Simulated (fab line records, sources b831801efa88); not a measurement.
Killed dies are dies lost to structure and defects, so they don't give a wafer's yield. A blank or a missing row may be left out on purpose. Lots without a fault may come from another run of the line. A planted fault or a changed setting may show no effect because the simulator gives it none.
One fault seen from 2 desks | flow gf180mcu | each desk has only its own numbers; what lay behind them comes last

THE METROLOGY DESK
What the gauges read, lot by lot, whatever tool the lot ran on: means of the sampled wafers that have a number. A lot is out of limits, marked OUT, if its mean lies more than 4 standard deviations from the usual mean; the brackets give that distance.
Columns: A = cd_nm at GF_HV_LDD_CD_MEAS_31, usual 399.0 nm; B = HV_LDD_3_TW at GF_HV_LDD_TW_MEAS_38, usual 1436; C = HV_LDD_RS at GF_HV_LDD_RS_MEAS_53, usual 418.3 ohm/sq; D = SAB_OVL at GF_SAB_OVL_MEAS_10, usual 1.5 nm
lot  | first seen here | A     | B               | C                | D
L201 | day 12 01:16    | 401.9 | 1429            | 418.8            | 1.5
L202 | day 12 08:41    | 401.5 | 1429            | 417.8            | -0.1
L203 | day 12 22:40    | 402.1 | 1425            | 418.9            | 1.9
L204 | day 13 01:50    | 399.8 | 1439            | 419.2            | 2.3
L205 | day 13 06:15    | 398.5 | 1438            | 418.2            | 3.8
L208 | day 14 04:09    | 397.6 | 1436            | 417.7            | 1.1
L209 | day 14 10:10    | 394.8 | 1445            | 418.1            | 1.0
L210 | day 14 22:08    | 396.2 | 1447            | 416.6            | 1.1
L211 | day 15 03:02    | 400.3 | 1438            | 417.8            | 1.5
L214 | day 16 01:44    | 395.5 | 1435            | 417.8            | 2.0
L221 | day 18 16:41    | 401.1 | 1410            | 422.6 (+5.4) OUT | 1.1
L223 | day 19 02:14    | 398.6 | 1405 (-4.4) OUT | 423.0 (+5.8) OUT | 2.3
This desk's finding: out of limits on L221, L223; first on L223, day 19 03:07 (HV_LDD_3_TW at GF_HV_LDD_TW_MEAS_38). In limits: L201, L202, L203, L204, L205, L208, L209, L210, L211, L214.

THE TOOL OWNER'S DESK: implanter-01
The tool's own readings at GF_HV_LDD_IMPLANT_35: means of the sampled wafers that have a number, for each lot that ran on this tool. A lot is out of limits, marked OUT, if its mean lies more than 4 standard deviations from the usual mean; the brackets give that distance.
Columns: A = dose_ions_cm2 at GF_HV_LDD_IMPLANT_35, usual 7.5e+12; B = faraday_current_uA at GF_HV_LDD_IMPLANT_35, usual 42.2
lot  | first seen here | A                         | B
L204 | day 13 02:17    | 7.5e+12                   | 41.6
L209 | day 14 10:37    | 7.5e+12                   | 42.1
L210 | day 14 22:35    | 7.5e+12                   | 41.9
L214 | day 16 02:11    | 7.5e+12                   | 41.7
L221 | day 18 17:08    | 5.8e+12 (-99 or more) OUT | 33.0 (-12) OUT
L223 | day 19 02:41    | 5.8e+12 (-99 or more) OUT | 31.9 (-14) OUT
This desk's finding: out of limits on L221, L223; first on L221, day 18 17:08 (dose_ions_cm2 at GF_HV_LDD_IMPLANT_35). In limits: L204, L209, L210, L214.

PUT TOGETHER
The tool owner's desk could have raised an alarm at day 18 17:08, on L221, L223.
The metrology desk could have raised an alarm at day 19 03:07, on L221, L223.
Of the lots named, all ran GF_HV_LDD_IMPLANT_35 on implanter-01.

WHAT THE SIMULATOR HAD PUT IN
Process parameter drift: implanter-01, from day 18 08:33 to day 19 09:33, at GF_HV_LDD_IMPLANT_35. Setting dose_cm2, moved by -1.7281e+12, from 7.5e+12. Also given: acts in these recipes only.
Lots struck among those shown: L221, L223.
Hours from the fault's start to each desk's first reading out of limits: the tool owner's desk, 9; the metrology desk, 19.
